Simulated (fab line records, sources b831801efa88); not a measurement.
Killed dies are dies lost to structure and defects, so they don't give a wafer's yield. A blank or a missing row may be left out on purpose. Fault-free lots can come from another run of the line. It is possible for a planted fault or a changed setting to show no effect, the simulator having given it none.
Which tool was responsible? | flow gf180mcu | Sampling: 12 lots, 35 wafers, 5 of 602 route steps

## WHAT THE GAUGES READ, wafer by wafer
GF_V1_RS_MEAS_24: uses a four-point probe to measure. Usual: V1_W_RS 0.327 ohm/sq, standard deviation 0.0037.
lot  | measured     | on           | V1_W_RS (ohm/sq)  | flag
L217 | day 18 13:06 | filmMetro-02 | 0.327 0.327 0.328 | 
L218 | day 18 20:16 | filmMetro-04 | 0.327 0.327 0.333 | 
L219 | day 19 09:35 | filmMetro-02 | 0.326 0.324 0.328 | 
L220 | day 19 16:59 | filmMetro-03 | 0.329 0.328 0.331 | 
L221 | day 20 03:57 | filmMetro-02 | 0.323 0.325 0.326 | 
L226 | day 22 06:17 | filmMetro-03 | 0.321 0.323       | 
L229 | day 23 03:56 | filmMetro-04 | 0.324 0.324 0.329 | 
L231 | day 23 18:26 | filmMetro-04 | 0.332 0.328 0.330 | 
L232 | day 24 00:23 | filmMetro-02 | 0.333 0.331 0.328 | 
L234 | day 24 18:23 | filmMetro-04 | 0.325 0.328 0.325 | 
L236 | day 25 05:58 | filmMetro-03 | 0.328 0.326 0.328 | 
L237 | day 25 14:12 | filmMetro-02 | 0.325 0.330 0.324 | 

GF_V2_THK_MEAS_03. Usual: V2_CVD_02_THK 852 nm, standard deviation 11.
lot  | measured     | on           | V2_CVD_02_THK (nm) | flag
L217 | day 19 14:57 | filmMetro-01 | 841 850 863        | 
L218 | day 19 22:04 | filmMetro-03 | 848 852 848        | 
L219 | day 20 11:29 | filmMetro-01 | 842 851 863        | 
L220 | day 20 18:47 | filmMetro-04 | 838 841 857        | 
L221 | day 21 05:31 | filmMetro-04 | 846 851 867        | 
L226 | day 23 07:29 | filmMetro-04 | 1161 843           | OFF
L229 | day 24 04:32 | filmMetro-03 | 843 1157 864       | OFF
L231 | day 24 18:29 | filmMetro-01 | 859 859 856        | 
L232 | day 25 00:25 | filmMetro-04 | 839 844 858        | 
L234 | day 25 17:23 | filmMetro-01 | 863 866 860        | 
L236 | day 26 04:45 | filmMetro-01 | 849 871 849        | 
L237 | day 26 13:29 | filmMetro-03 | 862 853 865        | 

## EACH LOT AND THE TOOL THAT RAN IT (in order: tool; ch and the chambers of the sampled wafers; start)
lot  | GF_V1_SPUTTER_21            | GF_V1_SPUTTER_22            | GF_V2_CVD_02
L217 | pvdSputter-02, day 18 12:53 | pvdSputter-02, day 18 12:57 | pecvd-03 ch 0,1,2, day 19 14:53
L218 | pvdSputter-02, day 18 20:02 | pvdSputter-02, day 18 20:06 | pecvd-02 ch 0,1, day 19 21:57
L219 | pvdSputter-01, day 19 09:20 | pvdSputter-01, day 19 09:24 | pecvd-04 ch 1,2, day 20 11:23
L220 | pvdSputter-04, day 19 16:45 | pvdSputter-04, day 19 16:49 | pecvd-03 ch 0,1,2, day 20 18:43
L221 | pvdSputter-01, day 20 03:44 | pvdSputter-01, day 20 03:48 | pecvd-03 ch 0,1, day 21 05:27
L226 | pvdSputter-02, day 22 05:53 | pvdSputter-02, day 22 05:57 | pecvd-03 ch 1,2, day 23 07:25
L229 | pvdSputter-02, day 23 03:41 | pvdSputter-02, day 23 03:44 | pecvd-03 ch 0,1, day 24 04:27
L231 | pvdSputter-02, day 23 18:13 | pvdSputter-02, day 23 18:17 | pecvd-04 ch 0,1,2, day 24 18:25
L232 | pvdSputter-04, day 24 00:10 | pvdSputter-04, day 24 00:14 | pecvd-04 ch 0,1, day 25 00:20
L234 | pvdSputter-04, day 24 18:11 | pvdSputter-04, day 24 18:14 | pecvd-04 ch 1,2, day 25 17:19
L236 | pvdSputter-02, day 25 05:43 | pvdSputter-02, day 25 05:47 | pecvd-02 ch 0,1, day 26 04:40
L237 | pvdSputter-02, day 25 13:59 | pvdSputter-02, day 25 14:03 | pecvd-04 ch 1,2, day 26 13:23
- GF_V1_SPUTTER_21: material Ti, target thk 15 nm, time 80.02 s.
- GF_V1_SPUTTER_22: material TiN, target thk 10 nm, time 40 s.
- GF_V2_CVD_02: deposits SiO2 from TEOS, target thk 850 nm, time 94.851 s.

## AS READ BY THE TOOLS THEMSELVES (means over the sampled wafers that have a number; for cases with no such wafer, the mark the record gives instead)
GF_V1_SPUTTER_21. Usual: throttleValvePct at 30.3 %, with a standard deviation of 0.83.
lot  | tool          | throttleValvePct (%) | flag
L217 | pvdSputter-02 | 29.7                 | 
L218 | pvdSputter-02 | 30.1                 | 
L219 | pvdSputter-01 | 30.3                 | 
L220 | pvdSputter-04 | 30.8                 | 
L221 | pvdSputter-01 | 30.2                 | 
L226 | pvdSputter-02 | 30.2                 | 
L229 | pvdSputter-02 | 29.0                 | 
L231 | pvdSputter-02 | 30.5                 | 
L232 | pvdSputter-04 | 30.2                 | 
L234 | pvdSputter-04 | 30.2                 | 
L236 | pvdSputter-02 | 30.9                 | 
L237 | pvdSputter-02 | 30.2                 | 

GF_V1_SPUTTER_22. Usual: throttleValvePct at 30.4 %, with a standard deviation of 0.83.
lot  | tool          | throttleValvePct (%) | flag
L217 | pvdSputter-02 | 29.7                 | 
L218 | pvdSputter-02 | 30.3                 | 
L219 | pvdSputter-01 | 30.2                 | 
L220 | pvdSputter-04 | 30.9                 | 
L221 | pvdSputter-01 | 30.2                 | 
L226 | pvdSputter-02 | 30.3                 | 
L229 | pvdSputter-02 | 29.1                 | 
L231 | pvdSputter-02 | 30.6                 | 
L232 | pvdSputter-04 | 30.4                 | 
L234 | pvdSputter-04 | 30.2                 | 
L236 | pvdSputter-02 | 30.8                 | 
L237 | pvdSputter-02 | 30.3                 | 

GF_V2_CVD_02. Usual: heaterPowerW 661 W, standard deviation 120; susceptorTempC 400.01 C, standard deviation 0.21.
lot  | tool     | heaterPowerW (W) | susceptorTempC (C) | flag
L217 | pecvd-03 | 630              | 400.07             | 
L218 | pecvd-02 | 653              | 399.95             | 
L219 | pecvd-04 | 714              | 400.08             | 
L220 | pecvd-03 | 629              | 400.00             | 
L221 | pecvd-03 | 623              | 399.98             | 
L226 | pecvd-03 | 594              | 399.89             | 
L229 | pecvd-03 | 476              | 400.02             | 
L231 | pecvd-04 | 656              | 400.13             | 
L232 | pecvd-04 | 712              | 399.97             | 
L234 | pecvd-04 | 705              | 399.88             | 
L236 | pecvd-02 | 686              | 399.87             | 
L237 | pecvd-04 | 654              | 399.91             | 

## THE ANSWER, worked out from the rows above alone
Rule: a lot is off if the mean of its wafers that have a number lies more than 3 standard deviations from the usual mean. Also off: a lot with no number at a reading for which 4 or more lots have one. Where the step has rows for the other lots, those lots are counted as sound. The gauges are gone through in route order, then the tools' own readings, and for those a lot's mean is taken as printed above. The first step at which some lot is off is used, and at that step the reading that is off furthest; a lot without a number counts as furthest.
Off: L226, L229, seen at GF_V2_THK_MEAS_03 (V2_CVD_02_THK).
A tool fits if, at a process step before that reading, it ran every lot that is off, and no sound lot after the first of them. The gauges at GF_V2_THK_MEAS_03 are tried like those tools. One candidate fits, namely pecvd-03 at GF_V2_CVD_02. Its last sound lot is L221 (day 21 05:27), its first lot that is off L226 (day 23 07:25): a fault that began between those two fits.

## WHAT THE SIMULATOR PUT IN
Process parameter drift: pecvd-03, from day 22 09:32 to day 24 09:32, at GF_V2_CVD_02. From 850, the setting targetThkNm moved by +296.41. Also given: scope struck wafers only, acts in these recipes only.
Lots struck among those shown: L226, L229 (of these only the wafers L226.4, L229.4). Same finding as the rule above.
